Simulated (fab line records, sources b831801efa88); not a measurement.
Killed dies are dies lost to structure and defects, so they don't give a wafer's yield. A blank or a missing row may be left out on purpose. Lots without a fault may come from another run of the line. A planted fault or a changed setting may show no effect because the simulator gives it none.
A struck lot beside a sound one | flow gf180mcu | 21 steps out of a route of 602
Sound: wafers L599.2, L599.4, L599.5. Struck: wafers L609.1, L609.3, L609.6. The cause comes at the end.
At each step with rows: each side's tool, then ch and its chambers, then its first start. Under that, the readings that differ: sound wafers | struck wafers | difference of the means | sigmas: that difference in standard deviations of wafers without a fault.
alike: readings whose means differ by less than 2 such deviations, and words and numbers that are the same on both sides. not compared: withheld readings, readings that some wafer has no value for, bounds like >300 that may hide the same value, and numbers for which the record gives no deviation and whose values overlap.
The two part at a step that has a row with sigmas, a row that says differs or no value, or rows on one side only. Numbers that don't overlap but have no deviation are shown without sigmas and don't part them. A reading that every wafer of one side lacks parts them only if that side has two wafers or more.

first, 2 steps without rows for these wafers: GF_M1_CLEAN_19 (cleans in DIW); GF_V1_CVD_00 (deposits SiO2, target thk 600 nm, time 100 s).
GF_V1_THK_MEAS_01:
  sound on film_metro-03, day 17 20:07; struck on film_metro-04, day 21 17:38
  alike: V1_CVD_00_THK
GF_V1_CVD_02: deposits SiO2 from TEOS, target thk 850 nm, time 94.851 s.
  sound on pecvd-03 ch 0,1,2, day 17 20:10; struck on pecvd-02 ch 1,2, day 21 17:42
  alike: heater_power_w
GF_V1_THK_MEAS_03:
  sound on film_metro-01, day 17 20:14; struck on film_metro-03, day 21 17:46
  alike: V1_CVD_02_THK
GF_V1_CMP_04: polishes SiO2.
  sound on cmp-02 ch 1,2, day 17 20:41; struck on cmp-02 ch 0,1, day 21 17:53
  alike: motor_current_A, time_to_endpoint_s
GF_V1_BOW_MEAS_05:
  sound on film_metro-03, day 17 20:57; struck on film_metro-01, day 21 18:08
  alike: V1_BOW
then, 5 steps without rows for these wafers: GF_V1_DEHYDRATE_06 (time 60 s); GF_V1_HMDS_07 (prime time 60 s); GF_V1_COAT_08; GF_V1_COAT_09 (resist thk 1000 nm); GF_V1_SOFTBAKE_10 (time 60 s).
GF_V1_EXPOSE_11: exposes mask Via1, target cd 260 nm.
  sound on krf_scanner-02 ch 0, day 18 08:25; struck on krf_scanner-02 ch 0, day 22 05:53
  reading              | sound             | struck            | difference | sigmas
  exposure_dose_mJ_cm2 | 37.88 37.84 37.80 | 37.14 37.19 37.16 | -0.68      | -19
  alike: mask, focus_offset_nm
GF_V1_PEB_12: peb time 92.08 s.
  sound on litho_track-03 ch 0; struck on litho_track-04 ch 0
  alike: plate_sensor_t_centre_C, plate_sensor_t_edge_C
then, 1 step without rows for these wafers: GF_V1_DEVELOP_13 (develop time 60 s).
GF_V1_CD_MEAS_14: target cd 260 nm.
  sound on cd_sem-01, day 18 20:43; struck on cd_sem-02, day 22 16:29
  reading    | sound             | struck            | difference | sigmas
  cd_nm (nm) | 260.7 259.9 259.6 | 258.2 257.5 257.3 | -2.4       | -2
GF_V1_OVL_MEAS_15:
  sound on overlay-02, day 18 20:49; struck on overlay-02, day 22 16:37
  alike: V1_OVL
GF_V1_ETCH_16: etches BARC in N2/H2.
  sound on rie_diel-02 ch 2,3, day 18 20:51; struck on rie_diel-04 ch 0,3, day 22 16:39
  reading             | sound             | struck            | difference | sigmas
  model.V1.cd_nm (nm) | 260.7 259.7 259.5 | 257.6 256.5 257.3 | -2.8       |
  alike: drypump_motor_current_A, oes_product_au, throttle_valve_pct
GF_V1_ETCH_17: etches SiO2 in C4F8/O2/Ar, stops on TiN, target depth 630 nm.
  sound on rie_diel-02 ch 2,3; struck on rie_diel-04 ch 0,3
  reading             | sound           | struck            | difference | sigmas
  model.V1.cd_nm (nm) | 260.5 260 259.6 | 257.7 256.8 257.1 | -2.8       |
  alike: oes_product_au
GF_V1_STRIP_18: strips in O2/N2.
  sound on plasma_asher-01 ch 0,1, day 18 20:59; struck on plasma_asher-01 ch 1, day 22 16:47
  alike: drypump_motor_current_A, heater_power_w, oes_product_au
  not compared: rf_hours_counter_h
then, 1 step without rows for these wafers: GF_PASSIVATION_PROBE_99.

WHERE THEY PART
First at GF_V1_EXPOSE_11; last, within this record, at GF_V1_CD_MEAS_14. Later steps at which nothing parts them and some readings are alike: GF_V1_OVL_MEAS_15, GF_V1_ETCH_16, GF_V1_ETCH_17, GF_V1_STRIP_18.

WHY: what the simulator had put in
Process parameter drift: krf_scanner-02, from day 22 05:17 on, at GF_V1_EXPOSE_11. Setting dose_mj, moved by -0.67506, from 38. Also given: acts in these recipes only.
